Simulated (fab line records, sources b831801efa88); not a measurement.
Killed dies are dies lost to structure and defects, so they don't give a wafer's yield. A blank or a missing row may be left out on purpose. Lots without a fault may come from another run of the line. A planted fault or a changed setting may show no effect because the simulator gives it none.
fab line records | flow sky130
record lots=11 wafers=33 last_day=50
route steps=708 shown METAL1@437 VIA1@458 PAD_OPEN@708
lots that met no fault: from a run of the same line without faults
start_h: hours from the record's first day to the start of the lot's first wafer shown | wait_h: hours since the lot's step before | " the same as in the row above | L1.1+2: a row that stands for several wafers | - no value, or no start given | * or withheld: withheld | < > ~ a bound
route shown NAME@n: a module of which the file shows steps, and the number in the route of the first | usual: mean/standard deviation of fault-free wafers | same: alike in all rows | chamber/n: place in a boat | sites: the reading at each site | _std_site: their standard deviation | _edge_site: outer sites' mean less inner sites' | radius_mm: how far each site lies from the wafer's centre | mask NAME#n: copy n | behind: the tool/chamber that last shaped the wafer | hold: why the lot was held/for how many hours/how that ended | device: the transistor (n, p or np) that didn't switch | end of line: the same wafers' tests at the end of the route | a step without rows: its recipe alone | killed: dies lost to structure and defects at the first sort, not the wafer's yield | map: a wafer's dies, x killed, . not, _ none there
set.NAME: the setting as run; set.NAME@STEP: as run at that earlier step | model.NAME: the simulator's own value behind a step, which no gauge read
steps of the route over a sample of lots; a table a step, a row a wafer
services: from which hour (start_h, from the record's first day; less than 0 if before it) a tool's chamber was out of use, for how many hours, and why
## steps
# step SKY_METAL1_SPUTTER_03
# recipe material=Ti target_thk_nm=5 power_w=3000 time_s=3.3 chamber_pressure_pa=0.4
# usual throttle_valve_pct=30.2/0.82
# columns lot.wafer tool chamber start_h wait_h throttle_valve_pct
L205.2 pvd_sputter-03 - 744.55 0.0 29.8
L205.3 " - " " 31.3
L205.6 " - " " 31.7
L207.3 pvd_sputter-03 - 766.82 0.0 31.6
L207.5 " - " " 31.3
L207.6 " - " " 29.6
L208.1 pvd_sputter-01 - 772.24 0.0 29.2
L208.3 " - " " 29.4
L208.4 " - " " 30.0
L209.3 pvd_sputter-03 - 779.78 0.0 30.9
L209.4 " - " " 29.7
L209.5 " - " " 30.8
L217.1 pvd_sputter-02 - 852.87 0.0 29.5
L217.3 " - " " 30.4
L217.6 " - " " 30.0
L219.2 pvd_sputter-02 - 867.90 0.0 30.6
L219.5 " - " " 29.1
L219.6 " - " " 29.9
L221.2 pvd_sputter-03 - 869.91 0.0 30.0
L221.4 " - " " 31.6
L221.5 " - " " 29.8
L220.1 pvd_sputter-02 - 872.66 0.0 29.9
L220.2 " - " " 29.5
L220.4 " - " " 30.6
L222.1 pvd_sputter-02 - 885.08 0.0 29.4
L222.2 " - " " 30.2
L222.3 " - " " 29.0
L225.1 pvd_sputter-03 - 903.83 0.0 31.4
L225.2 " - " " 29.6
L225.3 " - " " 31.6
L226.1 pvd_sputter-03 - 905.11 0.0 31.6
L226.4 " - " " 31.3
L226.5 " - " " 31.5
# step SKY_METAL1_SPUTTER_04
# recipe material=TiN target_thk_nm=70 power_w=6500 time_s=58.3 chamber_pressure_pa=0.4
# usual throttle_valve_pct=30.2/0.79
# columns lot.wafer tool chamber start_h wait_h throttle_valve_pct
L205.2 pvd_sputter-03 - 744.57 0.0 29.8
L205.3 " - " " 31.6
L205.6 " - " " 31.4
L207.3 pvd_sputter-03 - 766.84 0.0 31.4
L207.5 " - " " 31.1
L207.6 " - " " 29.8
L208.1 pvd_sputter-01 - 772.26 0.0 29.4
L208.3 " - " " 29.6
L208.4 " - " " 30.2
L209.3 pvd_sputter-03 - 779.80 0.0 31.0
L209.4 " - " " 29.6
L209.5 " - " " 31.1
L217.1 pvd_sputter-02 - 852.89 0.0 29.6
L217.3 " - " " 30.5
L217.6 " - " " 29.9
L219.2 pvd_sputter-02 - 867.92 0.0 30.5
L219.5 " - " " 29.5
L219.6 " - " " 29.9
L221.2 pvd_sputter-03 - 869.92 0.0 29.9
L221.4 " - " " 31.5
L221.5 " - " " 30.0
L220.1 pvd_sputter-02 - 872.68 0.0 30.1
L220.2 " - " " 29.5
L220.4 " - " " 30.4
L222.1 pvd_sputter-02 - 885.10 0.0 29.5
L222.2 " - " " 30.3
L222.3 " - " " 28.9
L225.1 pvd_sputter-03 - 903.85 0.0 31.5
L225.2 " - " " 29.6
L225.3 " - " " 31.3
L226.1 pvd_sputter-03 - 905.13 0.0 31.5
L226.4 " - " " 31.0
L226.5 " - " " 31.4
# step SKY_METAL1_ETCH_18
# recipe chemistry=N2/H2 target=BARC ion_energy_ev=200 bias_w=100 pressure_mtorr=30 n2_flow_sccm=100 h2_flow_sccm=200 icp_w=500 stop_on=SiO2 time_s=45.9 target_depth_a=600
# usual drypump_motor_current_A=5.7/0.55 oes_product_au=0.855/0.0051 throttle_valve_pct=13.224/0.0088
# columns lot.wafer tool chamber start_h wait_h drypump_motor_current_A oes_product_au rf_hours_counter_h throttle_valve_pct
L205.2 rie_metal-03 0 771.73 0.0 5.7 0.857 2 13.243
L205.3 " 1 " " 5.5 0.854 - 13.221
L205.6 " 0 " " 5.7 0.850 - 13.221
L207.3 rie_metal-01 1 793.90 0.0 6.6 0.861 - 13.214
L207.5 " 1 " " 6.6 0.860 - 13.244
L207.6 " 0 " " 6.4 0.863 - 13.223
L208.1 rie_metal-02 1 799.38 0.0 5.0 0.850 6 13.217
L208.3 " 0 " " 5.5 0.859 - 13.221
L208.4 " 1 " " 5.0 0.853 - 13.206
L209.3 rie_metal-03 1 807.11 0.1 5.6 0.855 - 13.214
L209.4 " 1 " " 5.5 0.861 - 13.218
L209.5 " 1 " " 5.5 0.861 - 13.220
L217.1 rie_metal-03 1 879.20 0.0 5.6 0.859 4 13.232
L217.3 " 0 " " 5.7 0.858 - 13.258
L217.6 " 1 " " 5.5 0.848 - 13.222
L219.2 rie_metal-02 0 893.83 0.0 5.5 0.856 4 13.235
L219.5 " 0 " " 5.5 0.852 - 13.235
L219.6 " 1 " " 5.0 0.851 - 13.225
L221.2 rie_metal-03 0 896.50 0.0 5.7 0.850 6 13.213
L221.4 " 1 " " 5.6 0.849 - 13.227
L221.5 " 0 " " 5.7 0.850 - 13.227
L220.1 rie_metal-03 0 899.18 0.0 5.7 0.857 6 13.230
L220.2 " 1 " " 5.5 0.856 4 13.234
L220.4 " 0 " " 5.7 0.850 - 13.231
L222.1 rie_metal-01 1 911.03 0.1 6.6 0.851 0 13.223
L222.2 " 1 " " 6.6 0.850 - 13.224
L222.3 " 1 " " 6.6 0.863 - 13.224
L225.1 rie_metal-03 1 930.00 0.0 5.6 0.860 6 13.228
L225.2 " 0 " " 5.7 0.850 7 13.238
L225.3 " 1 " " 5.5 0.850 - 13.240
L226.1 rie_metal-02 0 930.83 0.0 5.5 0.859 6 13.233
L226.4 " 0 " " 5.6 0.851 - 13.225
L226.5 " 1 " " 5.0 0.865 - 13.241
# step SKY_VIA1_HDPCVD_00
# recipe material=SiO2 target_thk_nm=1030 sigma_open_frac=0.3 time_s=171.7 temp_c=400 sih4_flow_sccm=60 pressure_mtorr=6
# usual sih4_flow_sccm=60.00/0.17
# columns lot.wafer tool chamber start_h wait_h sih4_flow_sccm
L205.2 hdpcvd-01 0 772.48 0.0 60.21
L205.3 " 1 " " 59.87
L205.6 " 0 " " 60.16
L207.3 hdpcvd-01 2 794.63 0.0 59.95
L207.5 " 1 " " 60.15
L207.6 " 0 " " 60.01
L208.1 hdpcvd-01 1 800.13 0.0 59.94
L208.3 " 0 " " 60.20
L208.4 " 1 " " 60.04
L209.3 hdpcvd-01 0 807.96 0.0 60.11
L209.4 " 2 " " 60.05
L209.5 " 0 " " 60.24
L217.1 hdpcvd-02 2 879.94 0.0 59.91
L217.3 " 0 " " 59.94
L217.6 " 0 " " 59.86
L219.2 hdpcvd-01 1 894.61 0.0 60.11
L219.5 " 0 " " 59.89
L219.6 " 2 " " 59.98
L221.2 hdpcvd-01 2 897.26 0.0 60.15
L221.4 " 1 " " 59.69
L221.5 " 0 " " 60.01
L220.1 hdpcvd-01 2 899.93 0.0 60.07
L220.2 " 1 " " 59.72
L220.4 " 0 " " 59.89
L222.1 hdpcvd-01 0 911.97 0.0 60.25
L222.2 " 1 " " 60.06
L222.3 " 2 " " 60.01
L225.1 hdpcvd-01 1 930.75 0.0 59.81
L225.2 " 2 " " 60.09
L225.3 " 0 " " 60.33
L226.1 hdpcvd-02 2 931.58 0.0 59.84
L226.4 " 0 " " 60.21
L226.5 " 2 " " 59.60
# step SKY_VIA1_THK_MEAS_01
# recipe reads=SiO2_of_VIA1_HDPCVD_00
# usual VIA1_HDPCVD_THK=1027/11
# columns lot.wafer tool chamber start_h wait_h VIA1_HDPCVD_THK[nm]
L205.2 film_metro-02 - 772.60 0.1 1026
L205.3 " - " " 1008
L205.6 " - " " 1021
L207.3 film_metro-04 - 794.76 0.1 1027
L207.5 " - " " 1016
L207.6 " - " " 1032
L208.1 film_metro-01 - 800.24 0.1 800
L208.3 " - " " 810
L208.4 " - " " 1023
L209.3 film_metro-02 - 808.09 0.1 816
L209.4 " - " " 1038
L209.5 " - " " 1043
L217.1 film_metro-04 - 880.05 0.1 1026
L217.3 " - " " 1012
L217.6 " - " " 1021
L219.2 film_metro-04 - 894.74 0.1 1031
L219.5 " - " " 1047
L219.6 " - " " 1044
L221.2 film_metro-02 - 897.38 0.1 1036
L221.4 " - " " 1025
L221.5 " - " " 1044
L220.1 film_metro-02 - 900.04 0.1 1012
L220.2 " - " " 1011
L220.4 " - " " 1015
L222.1 film_metro-02 - 912.08 0.1 1021
L222.2 " - " " 1014
L222.3 " - " " 1018
L225.1 film_metro-02 - 930.86 0.1 1017
L225.2 " - " " 1018
L225.3 " - " " 1034
L226.1 film_metro-04 - 931.69 0.1 1037
L226.4 " - " " 1040
L226.5 " - " " 1035
# step SKY_PAD_OPEN_PROBE_99
# usual defect_limited_yield=82.3/1.9 killed_at_M0_to_M3=44/7 killed_at_M4_up=3.0/2 killed_at_contacts=24/5.3 killed_at_front_end=15/4 killed_at_other=0.2/0.41 killed_dies=87/9.1 killed_open=49/7.3 killed_short=38/5.9 sort_bin_3_pad_short=0.9/0.42 sort_bin_5_function=10.4/1.5 sort_bin_6_memory=6.5/1.2 sort_n_pass=405/9.1 sort_yield_pct=82.3/1.9
# same gross_dies=492 killed_at_back_side=0 sort_bin_4_leakage[%]=0 sort_bin_8_speed[%]=0
# columns lot.wafer tool chamber start_h wait_h defect_limited_yield[%] killed_at_M0_to_M3 killed_at_M4_up killed_at_contacts killed_at_front_end killed_at_other killed_dies killed_open killed_short sort_bin_3_pad_short[%] sort_bin_5_function[%] sort_bin_6_memory[%] sort_n_pass sort_yield_pct[%]
L219.2 prober-01 - 1172.35 0.1 82.5 49 1 18 18 0 86 51 35 1.0 8.3 8.1 406 82.5
L219.5 prober-01 - 1172.50 0.2 83.5 45 3 19 14 0 81 43 38 0.4 8.1 7.9 411 83.5
L219.6 prober-01 - 1172.55 0.2 82.5 43 6 20 17 0 86 51 35 1.6 8.9 6.9 406 82.5
# killed by level:class
L219.2 VIA1:geometric_particle:open=12 CONTACT:geometric_particle:open=11 VIA3:geometric_particle:open=7 FIELD_ISO:geometric_particle:open=6 METAL1:geometric_particle:short=6 METAL2:geometric_particle:short=5 LI_CONTACT:geometric_particle:open=4 METAL1:geometric_particle:open=4
L219.5 VIA3:geometric_particle:open=10 CONTACT:geometric_particle:open=8 VIA1:geometric_particle:open=8 METAL2:geometric_particle:short=7 VIA1:geometric_particle:short=5 VIA2:geometric_particle:open=4 FIELD_ISO:geometric_particle:short=3 FIELD_ISO:geometric_particle:open=3
L219.6 VIA3:geometric_particle:open=9 CONTACT:geometric_particle:open=8 VIA2:geometric_particle:open=8 METAL1:geometric_particle:short=5 FIELD_ISO:geometric_particle:short=4 POLY_GATE:geometric_particle:open=4 SPACER:geometric_particle:open=4 VIA1:geometric_particle:short=4
## services
# columns tool chamber start_h hours kind
pvd_sputter-03 2 724.03 - consumable_replace:kit
pvd_sputter-03 2 724.03 18.0 scheduled_down
pvd_sputter-03 2 724.03 18.0 vent_cycle
pvd_sputter-03 - 733.38 0.8 repair
rie_metal-02 - 737.78 0.4 repair
pvd_sputter-02 - 761.55 2.8 repair
rie_metal-03 - 773.45 2.8 pm
hdpcvd-02 1 799.48 4.8 repair
pvd_sputter-01 - 803.96 11.2 repair
rie_metal-03 0 806.37 44.3 repair
pvd_sputter-03 - 809.62 0.9 repair
hdpcvd-01 - 820.97 1.8 repair
rie_metal-01 0 844.67 9.1 repair
hdpcvd-01 - 845.97 1.0 repair
rie_metal-01 1 879.57 1.0 repair
hdpcvd-01 2 885.47 4.3 repair
rie_metal-02 - 903.51 1.4 pm
rie_metal-01 0 908.78 7.1 repair
pvd_sputter-02 3 923.12 - consumable_replace:kit
pvd_sputter-02 3 923.12 18.0 scheduled_down
pvd_sputter-03 1 927.36 - consumable_replace:kit
pvd_sputter-03 1 927.36 18.0 scheduled_down
pvd_sputter-03 1 927.36 18.0 vent_cycle
rie_metal-03 - 927.58 0.5 repair
## key
first_sign step=SKY_VIA1_THK_MEAS_01 reading=VIA1_HDPCVD_THK direction=down sigmas=19 usual=1027 struck=809
effect none on later readings
met_at SKY_VIA1_HDPCVD_00
struck_lots L208,L209
struck_wafers L208.1,L208.3,L209.3
not_acting_at SKY_METAL1_SPUTTER_03,SKY_METAL1_SPUTTER_04,SKY_METAL1_ETCH_18
onset_between 794.63 800.13
fault kind=process_parameter_drift tool=hdpcvd-01 chamber=- onset_h=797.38 steps=SKY_VIA1_HDPCVD_00 channel=target_thk_nm offset=-227.77 shape=step end_h=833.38 scope=struck_wafers_only acts_in=these_recipes_only stated=1030
